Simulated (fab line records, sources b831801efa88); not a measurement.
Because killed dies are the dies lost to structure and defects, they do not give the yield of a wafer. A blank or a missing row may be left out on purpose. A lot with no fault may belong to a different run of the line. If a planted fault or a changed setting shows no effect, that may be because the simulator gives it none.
Code-filled problem report in 8D (eight disciplines) form / flow gf180mcu / the parts of the form that need people (team, actions taken, sign-off) are left out

## 1. WHAT IS WRONG
timeToEndpointS at GF_V2_CMP_26 reads a mean of 48 s on 3 wafers of 3 lots; wafers without a fault read 83 s with a standard deviation of 3.9. That is -9.1 standard deviations from the usual mean.
The step: polishes, stops on SiO2, t overpolish 15 s, target thk 0 nm.
The first sign was on wafer L620.1 at day 27 02:35, on cmp-02. The record holds 37 wafers of 13 lots with a number at this step. Rule for "out" (also "out of limits"): further than 4 standard deviations from the usual mean. Any other wafer with a number is counted as sound.

## 2. WHAT IT IS, AND WHAT IT ISN'T
question=which readings at this step | is=timeToEndpointS | is not=motorCurrentA, overpolishRunS
question=which lots | is=L620, L621, L622 | is not=L604, L605, L606, L607, L608, L610, L611, L613, L615, L616
question=which wafers of those lots | is=L620.1, L621.4, L622.4 | is not=L620.2, L620.3, L621.2, L622.5
question=read on which tools | is=cmp-02 | is not=cmp-01
question=when | is=from day 27 02:35 | is not=up to then (32 sound wafers); but 2 sound wafers of L621, L622 came after

## 3. WHAT RULES OUT EACH SUSPECT
Counting: a tool at a process step up to the reading stays a suspect if it ran every lot that is out. Sound lots after the first of them don't rule it out here, since some wafers of a struck lot are sound.
- cmp-02 at GF_V2_CMP_26 (polishes, stops on SiO2, t overpolish 15 s, target thk 0 nm): kept. It processed each lot that is out (first: L620, day 27 02:35); up to then, its last sound lot is L616 (day 24 17:19). On those wafers its own readings are out: timeToEndpointS.
The count leaves cmp-02 at GF_V2_CMP_26.

## 4. THE CAUSE (what the simulator had put in)
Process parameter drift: cmp-02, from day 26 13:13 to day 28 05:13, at GF_V2_CMP_26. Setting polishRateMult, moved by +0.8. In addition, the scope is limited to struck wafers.
The count eliminated every tool but this one.

## 5. THE EFFECT CHAIN, in route order
Each row: a reading where the mean over the struck wafers with a number is more than 3 standard deviations away from the usual. Readings are gone through only where the record gives a usual standard deviation; hours: the median, over the lots, of the time from a lot's start at the first step in this table giving one to that lot's start at this step; sigmas: the change measured in usual standard deviations.
hours=0; step=GF_V2_CMP_26; reading=timeToEndpointS; usual=83 s; on struck wafers=48; change=-35; sigmas=-9.1
It contains these process steps:
- GF_V2_CMP_26: polishes, stops on SiO2, t overpolish 15 s, target thk 0 nm.

## 6. WHAT WOULD HAVE CAUGHT IT SOONER
The fault began at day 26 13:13; the first out-of-limits reading in this record came at day 27 02:35, 13 hours later.
